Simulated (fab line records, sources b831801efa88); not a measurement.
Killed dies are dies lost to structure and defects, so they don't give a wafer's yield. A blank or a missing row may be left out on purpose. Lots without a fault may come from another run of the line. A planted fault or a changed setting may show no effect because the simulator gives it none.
fab line records | flow gf180mcu
record lots=24 wafers=72 last_day=34
route steps=602 shown M2@368 V2@384 M4@458 V4@478 MIM@503 M5@537
lots that met no fault: from a run of the same line without faults
start_h: hours from the record's first day to the start of the lot's first wafer shown | wait_h: hours since the lot's step before | " the same as in the row above | L1.1+2: a row that stands for several wafers | - no value, or no start given | * or withheld: withheld | < > ~ a bound
route shown NAME@n: a module of which the file shows steps, and the number in the route of the first | usual: mean/standard deviation of fault-free wafers | same: alike in all rows | chamber/n: place in a boat | sites: the reading at each site | _std_site: their standard deviation | _edge_site: outer sites' mean less inner sites' | radius_mm: how far each site lies from the wafer's centre | mask NAME#n: copy n | behind: the tool/chamber that last shaped the wafer | hold: why the lot was held/for how many hours/how that ended | device: the transistor (n, p or np) that didn't switch | end of line: the same wafers' tests at the end of the route | a step without rows: its recipe alone | killed: dies lost to structure and defects at the first sort, not the wafer's yield | map: a wafer's dies, x killed, . not, _ none there
set.NAME: the setting as run; set.NAME@STEP: as run at that earlier step | model.NAME: the simulator's own value behind a step, which no gauge read
steps of the route over a sample of lots; a table a step, a row a wafer
services: from which hour (start_h, from the record's first day; less than 0 if before it) a tool's chamber was out of use, for how many hours, and why
## steps
# step GF_M2_THK_MEAS_06
# recipe thk_meas_gauge=xrf reads=AlCu_of_M2_SPUTTER_02
# usual M2_ALCU_THK=450/6.4
# columns lot.wafer tool chamber start_h wait_h M2_ALCU_THK[nm]
L074.1 film_metro-02 - 406.02 0.1 449
L074.3 " - " " 448
L074.6 " - " " 445
L075.2 film_metro-01 - 409.65 0.1 453
L075.4 " - " " 454
L075.6 " - " " 457
L076.2 film_metro-02 - 420.64 0.1 444
L076.4 " - " " 449
L076.6 " - " " 446
L077.1 film_metro-02 - 437.61 0.1 437
L077.2 " - " " 446
L077.3 " - " " 445
L078.2 film_metro-03 - 444.85 0.1 457
L078.5 " - " " 443
L078.6 " - " " 452
L079.2 film_metro-01 - 458.89 0.1 457
L079.3 " - " " 445
L079.6 " - " " 456
L080.1 film_metro-03 - 472.61 0.1 447
L080.5 " - " " 455
L080.6 " - " " 459
L081.1 film_metro-02 - 483.63 0.1 440
L081.4 " - " " 442
L081.6 " - " " 442
L082.1 film_metro-03 - 502.25 0.1 460
L082.3 " - " " 454
L082.5 " - " " 456
L083.2 film_metro-02 - 505.95 0.1 444
L083.4 " - " " 448
L083.5 " - " " 453
L084.3 film_metro-02 - 519.15 0.1 440
L084.5 " - " " 446
L084.6 " - " " 448
L085.1 film_metro-03 - 529.14 0.1 447
L085.3 " - " " 450
L085.6 " - " " 443
L086.1 film_metro-02 - 530.09 0.1 459
L086.4 " - " " 456
L086.5 " - " " 455
L087.4 film_metro-02 - 539.87 0.1 450
L087.5 " - " " 454
L087.6 " - " " 458
L088.1 film_metro-03 - 550.58 0.1 451
L088.3 " - " " 455
L088.4 " - " " 461
L089.2 film_metro-03 - 558.82 0.1 463
L089.4 " - " " 466
L089.6 " - " " 470
L090.2 film_metro-03 - 560.32 0.1 461
L090.3 " - " " 454
L090.4 " - " " 454
L091.2 film_metro-01 - 566.29 0.1 446
L091.4 " - " " 439
L091.5 " - " " 441
L092.2 film_metro-01 - 568.17 0.1 439
L092.3 " - " " 444
L092.6 " - " " 441
L094.1 film_metro-01 - 581.86 0.1 453
L094.2 " - " " 447
L094.4 " - " " 445
L093.1 film_metro-02 - 587.25 0.1 447
L093.2 " - " " 454
L093.5 " - " " 450
L095.4 film_metro-03 - 588.50 0.1 455
L095.5 " - " " 453
L095.6 " - " " 442
L096.3 film_metro-02 - 595.78 0.1 441
L096.4 " - " " 449
L096.5 " - " " 449
L097.2 film_metro-03 - 604.35 0.1 448
L097.4 " - " " 452
L097.5 " - " " 446
# step GF_V2_CVD_02
# recipe material=SiO2 target_thk_nm=850 precursor=TEOS temp_c=400 time_s=94.851 rf_w=600
# usual heater_power_w=600/82
# columns lot.wafer tool chamber start_h wait_h heater_power_w
L074.1 pecvd-01 0 430.37 0.1 463
L074.3 " 1 " " 559
L074.6 " 1 " " 600
L075.2 pecvd-03 2 434.25 0.0 590
L075.4 " 0 " " 718
L075.6 " 1 " " 790
L076.2 pecvd-01 2 445.98 0.0 623
L076.4 " 1 " " 505
L076.6 " 2 " " 656
L077.1 pecvd-04 1 462.46 0.1 594
L077.2 " 0 " " 595
L077.3 " 2 " " 660
L078.2 pecvd-01 1 469.30 0.0 545
L078.5 " 0 " " 422
L078.6 " 1 " " 592
L079.2 pecvd-01 2 483.55 0.0 571
L079.3 " 1 " " 637
L079.6 " 2 " " 597
L080.1 pecvd-01 2 496.96 0.1 614
L080.5 " 2 " " 629
L080.6 " 0 " " 524
L081.1 pecvd-01 0 507.69 0.1 495
L081.4 " 0 " " 524
L081.6 " 1 " " 636
L082.1 pecvd-03 1 526.93 0.1 671
L082.3 " 1 " " 736
L082.5 " 0 " " 698
L083.2 pecvd-04 1 529.93 0.0 497
L083.4 " 1 " " 542
L083.5 " 2 " " 733
L084.3 pecvd-01 2 542.95 0.0 543
L084.5 " 2 " " 574
L084.6 " 0 " " 523
L085.1 pecvd-04 0 552.16 0.1 536
L085.3 " 0 " " 583
L085.6 " 0 " " 637
L086.1 pecvd-03 0 552.93 0.1 712
L086.4 " 2 " " 591
L086.5 " 1 " " 768
L087.4 pecvd-04 0 563.09 0.1 654
L087.5 " 1 " " 457
L087.6 " 0 " " 521
L088.1 pecvd-01 2 573.41 0.1 621
L088.3 " 0 " " 453
L088.4 " 1 " " 504
L089.2 pecvd-04 1 581.17 0.0 572
L089.4 " 1 " " 464
L089.6 " 1 " " 520
L090.2 pecvd-01 2 583.10 0.0 630
L090.3 " 1 " " 530
L090.4 " 0 " " 546
L091.2 pecvd-01 1 589.13 0.0 574
L091.4 " 0 " " 545
L091.5 " 2 " " 645
L092.2 pecvd-04 0 590.00 0.0 622
L092.3 " 2 " " 652
L092.6 " 0 " " 649
L094.1 pecvd-03 1 603.97 0.1 681
L094.2 " 2 " " 608
L094.4 " 0 " " 776
L093.1 pecvd-01 2 609.23 0.1 648
L093.2 " 1 " " 620
L093.5 " 2 " " 507
L095.4 pecvd-04 1 610.10 0.1 579
L095.5 " 0 " " 619
L095.6 " 2 " " 685
L096.3 pecvd-03 1 617.73 0.0 813
L096.4 " 1 " " 656
L096.5 " 2 " " 605
L097.2 pecvd-01 2 626.61 0.0 605
L097.4 " 1 " " 649
L097.5 " 0 " " 438
# step GF_M4_SPUTTER_02
# recipe material=AlCu target_thk_nm=450 power_w=10600 time_s=23.9 chamber_pressure_pa=0.4
# usual throttle_valve_pct=29.8/0.76
# columns lot.wafer tool chamber start_h wait_h throttle_valve_pct
L074.1 pvd_sputter-01 - 507.72 0.0 30.9
L074.3 " - " " 28.8
L074.6 " - " " 30.8
L075.2 pvd_sputter-01 - 511.18 0.0 30.9
L075.4 " - " " 29.0
L075.6 " - " " 30.8
L076.2 pvd_sputter-01 - 521.30 0.0 29.2
L076.4 " - " " 29.2
L076.6 " - " " 29.3
L077.1 pvd_sputter-01 - 539.53 0.0 29.4
L077.2 " - " " 29.0
L077.3 " - " " 30.7
L078.2 pvd_sputter-04 - 544.42 0.0 30.2
L078.5 " - " " 30.2
L078.6 " - " " 29.9
L079.2 pvd_sputter-02 - 558.12 0.0 31.0
L079.3 " - " " 30.9
L079.6 " - " " 29.4
L080.1 pvd_sputter-02 - 570.49 0.0 30.9
L080.5 " - " " 31.1
L080.6 " - " " 30.7
L081.1 pvd_sputter-04 - 580.62 0.0 30.6
L081.4 " - " " 30.0
L081.6 " - " " 29.8
L082.1 pvd_sputter-01 - 598.16 0.0 28.8
L082.3 " - " " 29.2
L082.5 " - " " 30.8
L083.2 pvd_sputter-01 - 602.84 0.0 29.0
L083.4 " - " " 29.5
L083.5 " - " " 28.8
L084.3 pvd_sputter-02 - 613.17 0.0 29.7
L084.5 " - " " 29.4
L084.6 " - " " 29.1
L085.1 pvd_sputter-04 - 621.19 0.0 30.6
L085.3 " - " " 30.0
L085.6 " - " " 29.6
L086.1 pvd_sputter-01 - 622.82 0.0 29.7
L086.4 " - " " 30.9
L086.5 " - " " 29.2
L087.4 pvd_sputter-04 - 631.02 0.0 29.9
L087.5 " - " " 30.4
L087.6 " - " " 29.5
L088.1 pvd_sputter-04 - 643.05 0.0 29.4
L088.3 " - " " 30.3
L088.4 " - " " 30.5
L089.2 pvd_sputter-02 - 649.34 0.0 30.8
L089.4 " - " " 30.9
L089.6 " - " " 30.8
L090.2 pvd_sputter-01 - 650.56 0.0 31.1
L090.3 " - " " 29.4
L090.4 " - " " 29.0
L091.2 pvd_sputter-04 - 656.62 0.0 29.4
L091.4 " - " " 30.4
L091.5 " - " " 30.0
L092.2 pvd_sputter-01 - 656.85 0.0 31.0
L092.3 " - " " 28.9
L092.6 " - " " 29.0
L094.1 pvd_sputter-01 - 670.73 0.0 29.1
L094.2 " - " " 29.6
L094.4 " - " " 28.9
L093.1 pvd_sputter-04 - 674.83 0.0 29.7
L093.2 " - " " 30.6
L093.5 " - " " 29.8
L095.4 pvd_sputter-01 - 675.28 0.0 30.8
L095.5 " - " " 30.8
L095.6 " - " " 29.0
L096.3 pvd_sputter-01 - 681.07 0.0 28.9
L096.4 " - " " 31.0
L096.5 " - " " 29.0
L097.2 pvd_sputter-01 - 690.52 0.0 29.6
L097.4 " - " " 28.9
L097.5 " - " " 28.8
# step GF_V4_CVD_02
# recipe material=SiO2 target_thk_nm=850 precursor=TEOS temp_c=400 time_s=94.851 rf_w=600
# usual heater_power_w=633/98
# columns lot.wafer tool chamber start_h wait_h heater_power_w
L074.1 pecvd-03 1 531.92 0.1 698
L074.3 " 2 " " 666
L074.6 " 0 " " 676
L075.2 pecvd-01 0 535.29 0.0 551
L075.4 " 1 " " 626
L075.6 " 2 " " 627
L076.2 pecvd-01 2 545.43 0.0 610
L076.4 " 2 " " 626
L076.6 " 1 " " 614
L077.1 pecvd-01 0 562.94 0.1 530
L077.2 " 2 " " 539
L077.3 " 1 " " 534
L078.2 pecvd-03 2 567.54 0.0 554
L078.5 " 0 " " 766
L078.6 " 2 " " 591
L079.2 pecvd-03 0 581.28 0.0 648
L079.3 " 1 " " 843
L079.6 " 0 " " 718
L080.1 pecvd-03 0 593.03 0.1 620
L080.5 " 0 " " 684
L080.6 " 2 " " 617
L081.1 pecvd-01 2 603.08 0.1 630
L081.4 " 2 " " 489
L081.6 " 0 " " 532
L082.1 pecvd-01 0 621.43 0.1 489
L082.3 " 1 " " 647
L082.5 " 1 " " 507
L083.2 pecvd-01 2 624.03 0.0 602
L083.4 " 1 " " 510
L083.5 " 2 " " 626
L084.3 pecvd-03 1 634.36 0.0 792
L084.5 " 0 " " 732
L084.6 " 2 " " 527
L085.1 pecvd-01 0 641.51 0.1 450
L085.3 " 2 " " 557
L085.6 " 1 " " 609
L086.1 pecvd-03 1 644.08 0.1 834
L086.4 " 1 " " 674
L086.5 " 0 " " 679
L087.4 pecvd-03 0 652.34 0.1 698
L087.5 " 1 " " 814
L087.6 " 2 " " 615
L088.1 pecvd-02 0 663.63 0.1 777
L088.3 " 1 " " 737
L088.4 " 1 " " 768
L089.2 pecvd-02 2 669.87 0.0 628
L089.4 " 1 " " 688
L089.6 " 2 " " 648
L090.2 pecvd-01 1 670.71 0.0 642
L090.3 " 0 " " 526
L090.4 " 0 " " 557
L091.2 pecvd-03 2 676.37 0.0 575
L091.4 " 2 " " 607
L091.5 " 1 " " 675
L092.2 pecvd-02 1 676.77 0.0 728
L092.3 " 2 " " 608
L092.6 " 2 " " 651
L094.1 pecvd-03 1 690.67 0.1 795
L094.2 " 0 " " 671
L094.4 " 2 " " 581
L093.1 pecvd-01 2 694.42 0.1 654
L093.2 " 0 " " 524
L093.5 " 2 " " 497
L095.4 pecvd-02 2 695.16 0.1 626
L095.5 " 1 " " 749
L095.6 " 0 " " 753
L096.3 pecvd-01 2 700.47 0.0 529
L096.4 " 0 " " 435
L096.5 " 2 " " 565
L097.2 pecvd-02 1 709.63 0.0 610
L097.4 " 1 " " 680
L097.5 " 2 " " 532
# step GF_MIM_SPUTTER_00
# recipe material=Ti target_thk_nm=37.5 arriving_ion_energy_ev=80 substrate_temp_c=200 chamber_pressure_pa=2 power_w=4000 time_s=150
# usual throttle_valve_pct=29.8/1.2
# columns lot.wafer tool chamber start_h wait_h throttle_valve_pct
L074.1 pvd_sputter-01 - 556.83 0.2 29.2
L074.3 " - " " 29.6
L074.6 " - " " 29.6
L075.2 pvd_sputter-03 - 560.17 0.1 29.2
L075.4 " - " " 30.0
L075.6 " - " " 29.7
L076.2 pvd_sputter-03 - 570.06 0.1 29.5
L076.4 " - " " 30.0
L076.6 " - " " 31.9
L077.1 pvd_sputter-04 - 586.16 0.2 30.0
L077.2 " - " " 29.5
L077.3 " - " " 30.6
L078.2 pvd_sputter-03 - 590.81 0.2 29.3
L078.5 " - " " 32.1
L078.6 " - " " 29.7
L079.2 pvd_sputter-03 - 605.18 0.2 29.3
L079.3 " - " " 31.9
L079.6 " - " " 29.6
L080.1 pvd_sputter-03 - 616.38 0.1 32.1
L080.5 " - " " 32.2
L080.6 " - " " 29.3
L081.1 pvd_sputter-01 - 626.24 0.1 29.0
L081.4 " - " " 29.0
L081.6 " - " " 29.0
L082.1 pvd_sputter-03 - 643.24 0.2 32.0
L082.3 " - " " 29.5
L082.5 " - " " 32.1
L083.2 pvd_sputter-04 - 646.92 0.1 30.7
L083.4 " - " " 29.9
L083.5 " - " " 30.5
L084.3 pvd_sputter-04 - 656.08 0.2 30.1
L084.5 " - " " 29.9
L084.6 " - " " 29.7
L085.1 pvd_sputter-01 - 662.92 0.2 28.6
L085.3 " - " " 30.6
L085.6 " - " " 29.1
L086.1 pvd_sputter-01 - 666.23 0.2 31.2
L086.4 " - " " 29.6
L086.5 " - " " 29.0
L087.4 pvd_sputter-04 - 673.65 0.1 30.5
L087.5 " - " " 30.5
L087.6 " - " " 30.8
L088.1 pvd_sputter-04 - 684.43 0.1 30.7
L088.3 " - " " 29.9
L088.4 " - " " 30.5
L089.2 pvd_sputter-03 - 690.41 0.2 27.0
L089.4 " - " " 29.9
L089.6 " - " " 29.3
L090.2 pvd_sputter-01 - 691.74 0.1 29.8
L090.3 " - " " 29.0
L090.4 " - " " 30.8
L091.2 pvd_sputter-04 - 697.35 0.2 29.5
L091.4 " - " " 29.8
L091.5 " - " " 30.6
L092.2 pvd_sputter-03 - 697.58 0.2 31.9
L092.3 " - " " 29.5
L092.6 " - " " 30.1
L094.1 pvd_sputter-01 - 710.63 0.1 31.0
L094.2 " - " " 29.0
L094.4 " - " " 30.6
L093.1 pvd_sputter-04 - 715.18 0.2 29.9
L093.2 " - " " 30.0
L093.5 " - " " 30.5
L095.4 pvd_sputter-03 - 715.26 0.2 30.0
L095.5 " - " " 32.2
L095.6 " - " " 29.6
L096.3 pvd_sputter-01 - 720.68 0.2 31.0
L096.4 " - " " 29.0
L096.5 " - " " 30.9
L097.2 pvd_sputter-01 - 729.68 0.1 29.0
L097.4 " - " " 31.0
L097.5 " - " " 30.9
# step GF_M5_STRIP_11
# recipe chemistry=O2/N2 power_w=1400 pressure_mtorr=1500 platen_temp_c=250 o2_flow_sccm=3000 n2_flow_sccm=300 overash_fraction=0.5
# usual drypump_motor_current_A=5.53/0.22 heater_power_w=317/35 oes_product_au=0.523/0.0054 strip_time_to_endpoint_s=7.04/0.048
# columns lot.wafer tool chamber start_h wait_h drypump_motor_current_A heater_power_w oes_product_au rf_hours_counter_h strip_time_to_endpoint_s
L074.1 plasma_asher-01 0 600.97 0.1 5.27 361 0.526 81 7.09
L074.3 " 1 " " 5.83 284 0.527 - 7.07
L074.6 " 0 " " 5.27 365 0.522 - 7.07
L075.2 plasma_asher-01 0 604.74 0.1 5.27 363 0.510 82 7.05
L075.4 " 1 " " 5.85 290 0.526 - 7.05
L075.6 " 0 " " 5.24 363 0.525 - 7.09
L076.2 plasma_asher-01 0 614.03 0.1 5.25 360 0.524 83 6.98
L076.4 " 0 " " 5.29 367 0.511 - 6.99
L076.6 " 1 " " 5.85 280 0.517 - 6.93
L077.1 plasma_asher-01 1 629.18 0.1 5.84 287 0.520 85 7.01
L077.2 " 0 " " 5.31 375 0.525 85 7.03
L077.3 " 1 " " 5.86 291 0.520 - 7.05
L078.2 plasma_asher-01 0 633.33 0.1 5.30 365 0.531 86 7.11
L078.5 " 0 " " 5.32 364 0.524 - 7.07
L078.6 " 1 " " 5.84 286 0.529 - 7.12
L079.2 plasma_asher-04 1 646.79 0.2 5.39 309 0.514 52 7.03
L079.3 " 0 " " 5.59 278 0.512 - 7.00
L079.6 " 1 " " 5.41 306 0.522 - 6.98
L080.1 plasma_asher-04 1 656.94 0.3 5.43 302 0.532 54 6.98
L080.5 " 0 " " 5.64 283 0.517 - 7.02
L080.6 " 1 " " 5.42 314 0.526 - 7.00
L081.1 plasma_asher-01 1 666.40 0.2 5.84 284 0.519 90 7.03
L081.4 " 1 " " 5.84 284 0.524 - 7.04
L081.6 " 0 " " 5.28 359 0.522 - 7.01
L082.1 plasma_asher-02 0 682.27 0.1 5.47 334 0.519 15 7.11
L082.3 " 1 " " 5.34 318 0.523 - 7.10
L082.5 " 1 " " 5.35 319 0.525 - 7.11
L083.2 plasma_asher-02 0 685.31 0.2 5.47 333 0.521 15 6.95
L083.4 " 0 " " 5.50 332 0.513 - 6.95
L083.5 " 1 " " 5.34 311 0.521 - 6.96
L084.3 plasma_asher-01 0 694.52 0.1 5.27 366 0.517 - 7.00
L084.5 " 0 " " 5.27 367 0.516 - 7.01
L084.6 " 1 " " 5.84 276 0.526 - 7.00
L085.1 plasma_asher-01 1 701.07 0.1 5.82 282 0.517 94 6.98
L085.3 " 1 " " 5.84 280 0.520 - 6.98
L085.6 " 1 " " 5.84 286 0.521 - 6.94
L086.1 plasma_asher-01 0 704.47 0.1 5.32 370 0.520 94 7.01
L086.4 " 0 " " 5.30 370 0.521 - 7.06
L086.5 " 1 " " 5.84 282 0.519 - 7.06
L087.4 plasma_asher-01 1 711.36 0.1 5.85 283 0.532 - 7.10
L087.5 " 0 " " 5.35 372 0.525 - 7.07
L087.6 " 1 " " 5.83 283 0.525 - 7.12
L088.1 plasma_asher-04 1 721.53 0.1 5.44 307 0.530 62 7.01
L088.3 " 0 " " 5.62 277 0.526 - 7.08
L088.4 " 1 " " 5.43 305 0.522 - 7.02
L089.2 plasma_asher-01 1 726.57 0.1 5.84 287 0.531 96 7.06
L089.4 " 0 " " 5.30 367 0.520 - 7.06
L089.6 " 0 " " 5.29 363 0.530 - 7.09
L090.2 plasma_asher-01 1 728.79 0.1 5.85 282 0.529 96 7.05
L090.3 " 1 " " 5.81 288 0.533 - 7.05
L090.4 " 0 " " 5.31 358 0.528 - 7.03
L091.2 plasma_asher-04 1 734.48 0.1 5.43 302 0.524 63 7.11
L091.4 " 0 " " 5.62 276 0.525 - 7.14
L091.5 " 0 " " 5.60 279 0.524 - 7.16
L092.2 plasma_asher-02 0 735.12 0.2 5.45 339 0.527 21 7.09
L092.3 " 0 " " 5.48 324 0.521 - 7.06
L092.6 " 1 " " 5.33 314 0.511 - 7.07
L094.1 plasma_asher-04 1 747.12 0.1 5.39 305 0.529 65 7.05
L094.2 " 0 " " 5.61 275 0.527 65 7.02
L094.4 " 1 " " 5.40 304 0.522 - 7.01
L093.1 plasma_asher-01 0 750.58 0.1 5.34 365 0.527 99 6.98
L093.2 " 1 " " 5.83 279 0.517 99 7.02
L093.5 " 1 " " 5.83 280 0.521 - 7.00
L095.4 plasma_asher-02 0 751.56 0.1 5.39 332 0.525 - 7.02
L095.5 " 1 " " 5.33 318 0.522 - 7.00
L095.6 " 0 " " 5.46 335 0.522 - 6.99
L096.3 plasma_asher-04 0 755.51 0.1 5.63 284 0.526 - 7.06
L096.4 " 1 " " 5.45 303 0.515 - 6.99
L096.5 " 0 " " 5.66 275 0.513 - 7.04
L097.2 plasma_asher-01 1 764.33 0.1 5.84 289 0.516 100 7.04
L097.4 " 1 " " 5.86 285 0.522 - 6.98
L097.5 " 1 " " 5.85 288 0.521 - 7.00
## services
# columns tool chamber start_h hours kind
pecvd-04 - 408.72 2.8 pm
pecvd-03 - 409.82 2.8 pm
pecvd-03 - 413.12 5.8 repair
pvd_sputter-04 - 425.58 45.5 repair
pecvd-01 - 448.69 0.8 repair
pecvd-01 2 456.34 4.2 repair
pecvd-03 2 494.31 32.9 repair
pecvd-03 - 494.98 0.3 repair
pecvd-04 0 528.76 10.2 repair
pecvd-04 2 547.18 27.7 repair
pvd_sputter-04 - 551.40 26.9 repair
pecvd-04 - 575.65 0.8 pm
pecvd-04 2 578.14 8.4 repair
pecvd-04 - 591.12 14.0 pm
pecvd-04 - 604.37 0.8 repair
pvd_sputter-01 - 618.09 3.5 repair
pvd_sputter-01 - 618.23 0.8 repair
pvd_sputter-03 - 619.77 1.1 repair
pvd_sputter-01 - 633.40 8.5 repair
pecvd-03 2 658.24 15.7 repair
pecvd-01 1 673.97 3.9 repair
pecvd-01 1 683.96 8.1 repair
pecvd-03 0 706.17 7.4 repair
pecvd-01 - 725.25 2.8 pm
## key
fault none
